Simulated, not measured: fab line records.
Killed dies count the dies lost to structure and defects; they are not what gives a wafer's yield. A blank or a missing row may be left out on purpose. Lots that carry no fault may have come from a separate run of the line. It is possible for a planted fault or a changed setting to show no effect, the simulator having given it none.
Which tool is to blame?	flow sky130	11 lots with 33 wafers sampled at 6 steps, on a route of 708 steps

WHAT THE GAUGES SHOWED, per wafer
SKY_VIA3_RS_MEAS_22: a four-point-probe measurement.
lot	measured	on	VIA3_W_RS (ohm/sq)
L775	day 40 01:58	film metro-03	0.2957 0.2930 0.2919
L776	day 40 09:02	film metro-03	0.2985 0.2991 0.2979
L778	day 41 07:55	film metro-03	0.2903 0.2930 0.2935
L781	day 42 13:00	film metro-02	0.2876 0.2913 0.2920
L780	day 42 14:44	film metro-04	0.2930 0.2929 0.2899
L785	day 43 09:24	film metro-03	0.2953 0.2959 0.2941
L788	day 43 17:31	film metro-04	0.1584 0.1575 0.1586 0.1586 0.1573 0.1585
L790	day 44 11:28	film metro-02	0.2917 0.2933 0.2943
L789	day 44 17:06	film metro-03	0.2943 0.2914 0.1570 0.2941 0.2902 0.1573
L792	day 45 03:11	film metro-03	0.2955 0.2983 0.2984
L794	day 45 07:10	film metro-02	0.2935 0.2915 0.2950

SKY_CAP2M_RS_MEAS_03: a four-point-probe measurement.
lot	measured	on	CAP2M_TIN_RS (ohm/sq)
L775	day 40 02:47	film metro-01	6.98 6.86 6.96
L776	day 40 09:52	film metro-01	6.87 6.98 6.86
L778	day 41 08:44	film metro-01	6.97 6.94 6.97
L781	day 42 13:49	film metro-04	6.98 7.01 6.97
L780	day 42 15:34	film metro-04	6.96 6.93 6.85
L785	day 43 10:28	film metro-01	6.97 6.82 6.92
L788	day 48 11:19	film metro-03	6.86 6.88 6.86
L790	day 44 12:17	film metro-03	6.82 6.92 6.81
L789	day 45 01:47	film metro-01	6.87 6.83 6.90
L792	day 45 04:31	film metro-01	7.05 7.09 7.15
L794	day 45 08:00	film metro-03	6.86 6.77 6.72

WHICH TOOL RAN EACH LOT (tool, then ch and the chambers of the sampled wafers, then the start)
lot	SKY_METAL3_SPUTTER_01	SKY_METAL3_SPUTTER_02	SKY_VIA3_CVD_21	SKY_VIA3_CMP_24
L775	pvd sputter-01, day 36 16:56	pvd sputter-01, day 36 16:57	cvd w-02 ch 0,1, day 40 01:50	cmp-01 ch 0,3, day 40 02:06
L776	pvd sputter-03, day 37 01:13	pvd sputter-03, day 37 01:14	cvd w-02 ch 0, day 40 08:47	cmp-02 ch 0,2,3, day 40 09:16
L778	pvd sputter-04, day 38 01:11	pvd sputter-04, day 38 01:13	cvd w-02 ch 0,1, day 41 07:47	cmp-02 ch 0,2,3, day 41 08:05
L781	pvd sputter-04, day 39 06:56	pvd sputter-04, day 39 06:58	cvd w-02 ch 0,1, day 42 12:52	cmp-02 ch 0,1,2, day 42 13:11
L780	pvd sputter-04, day 39 09:31	pvd sputter-04, day 39 09:32	cvd w-01 ch 1, day 42 14:35	cmp-01 ch 0,2,3, day 42 14:53
L785	pvd sputter-01, day 40 05:37	pvd sputter-01, day 40 05:38	cvd w-02 ch 0,1, day 43 09:16	cmp-02 ch 1,2,3, day 43 09:47
L788	pvd sputter-03, day 40 15:23	pvd sputter-03, day 40 15:25	cvd w-02 ch 1, day 43 17:23	cmp-01 ch 0,3, day 48 10:38
L790	pvd sputter-04, day 41 09:41	pvd sputter-04, day 41 09:43	cvd w-01 ch 0,1, day 44 11:20	cmp-01 ch 0,2,3, day 44 11:38
L789	pvd sputter-04, day 41 15:01	pvd sputter-04, day 41 15:03	cvd w-02 ch 0,1, day 44 16:59	cmp-01 ch 2,3, day 45 01:07
L792	pvd sputter-04, day 42 01:38	pvd sputter-04, day 42 01:40	cvd w-01 ch 0,1, day 45 03:04	cmp-01 ch 1,2,3, day 45 04:00
L794	pvd sputter-01, day 42 05:52	pvd sputter-01, day 42 05:54	cvd w-01 ch 0,1, day 45 07:02	cmp-01 ch 1,2,3, day 45 07:23
- SKY_METAL3_SPUTTER_01: material TiN, target thk 20 nm, time 16.7 s.
- SKY_METAL3_SPUTTER_02: material AlCu, target thk 735 nm, time 39.1 s.
- SKY_VIA3_CVD_21: deposits W, target thk 390 nm, time 117.31 s.
- SKY_VIA3_CMP_24: polishes, stops on SiO2, t overpolish 20 s, target thk 0 nm.

WHAT THE TOOLS THEMSELVES READ (means of the sampled wafers that have a number; where no wafer has one, the mark that the record gives instead)
SKY_METAL3_SPUTTER_01.
lot	tool	throttle valve pct (%)
L775	pvd sputter-01	29.6
L776	pvd sputter-03	28.6
L778	pvd sputter-04	32.4
L781	pvd sputter-04	30.2
L780	pvd sputter-04	31.1
L785	pvd sputter-01	29.7
L788	pvd sputter-03	29.3
L790	pvd sputter-04	30.4
L789	pvd sputter-04	29.9
L792	pvd sputter-04	31.9
L794	pvd sputter-01	29.4

SKY_METAL3_SPUTTER_02.
lot	tool	throttle valve pct (%)
L775	pvd sputter-01	29.6
L776	pvd sputter-03	28.6
L778	pvd sputter-04	32.3
L781	pvd sputter-04	30.3
L780	pvd sputter-04	31.0
L785	pvd sputter-01	29.7
L788	pvd sputter-03	29.4
L790	pvd sputter-04	30.3
L789	pvd sputter-04	29.6
L792	pvd sputter-04	31.9
L794	pvd sputter-01	29.3

SKY_VIA3_CVD_21.
lot	tool	heater power w (W)
L775	cvd w-02	773
L776	cvd w-02	823
L778	cvd w-02	763
L781	cvd w-02	764
L780	cvd w-01	862
L785	cvd w-02	764
L788	cvd w-02	737
L790	cvd w-01	814
L789	cvd w-02	795
L792	cvd w-01	803
L794	cvd w-01	836

SKY_VIA3_CMP_24.
lot	tool	edge zone pressure frac	motor current A (A)	time to endpoint s (s)
L775	cmp-01	1.000	9.5	98
L776	cmp-02	1.000	12.0	89
L778	cmp-02	0.995	11.5	92
L781	cmp-02	0.996	11.9	92
L780	cmp-01	0.997	10.4	102
L785	cmp-02	1.008	12.1	92
L788	cmp-01	0.999	9.2	174
L790	cmp-01	1.000	10.4	96
L789	cmp-01	1.000	10.6	125
L792	cmp-01	1.005	11.2	96
L794	cmp-01	0.999	11.0	94

THE ANSWER, worked out from the rows above alone
Rule: the lots themselves supply what counts as usual. Put in order of their means at a reading, lots are off if they are a third of the lots or fewer, leave a main group of 4 or more, and stand apart from it by a gap of 3 or more times the standard deviation of the main group's means; of several such gaps the widest counts. Not used: any main group whose means are identical at the precision the tables above print for the reading. A lot without any number at a reading at which 4 lots or more have one is off too. All remaining lots with rows at the step are treated as sound. Order of review: gauges by route order, followed by the tools' own readings, for which a lot's mean as printed above is used. The first step at which some lot is off is used, and at that step the reading that is off furthest; a lot without a number counts as furthest.
Off: at SKY_VIA3_RS_MEAS_22 (VIA3_W_RS), L788, L789. Mean 0.2939 ohm/sq and standard deviation 0.0025 in the main group.
If a tool, at a process step before that reading, ran all the lots that are off and no sound lot after the first of them, it fits. Not tried: the gauges at SKY_VIA3_RS_MEAS_22; whatever is off there is also off at SKY_VIA3_CMP_24, on other tools, and gauge error can't account for it. One fits: cvd w-02 at SKY_VIA3_CVD_21. Its last sound lot is L785 (day 43 09:16), its first lot that is off L788 (day 43 17:23): a fault that began between those two fits.

WHAT HAD BEEN PUT IN BY THE SIMULATOR
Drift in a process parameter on cvd w-02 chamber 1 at SKY_VIA3_CVD_21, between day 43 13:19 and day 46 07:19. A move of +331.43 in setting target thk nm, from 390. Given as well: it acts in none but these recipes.
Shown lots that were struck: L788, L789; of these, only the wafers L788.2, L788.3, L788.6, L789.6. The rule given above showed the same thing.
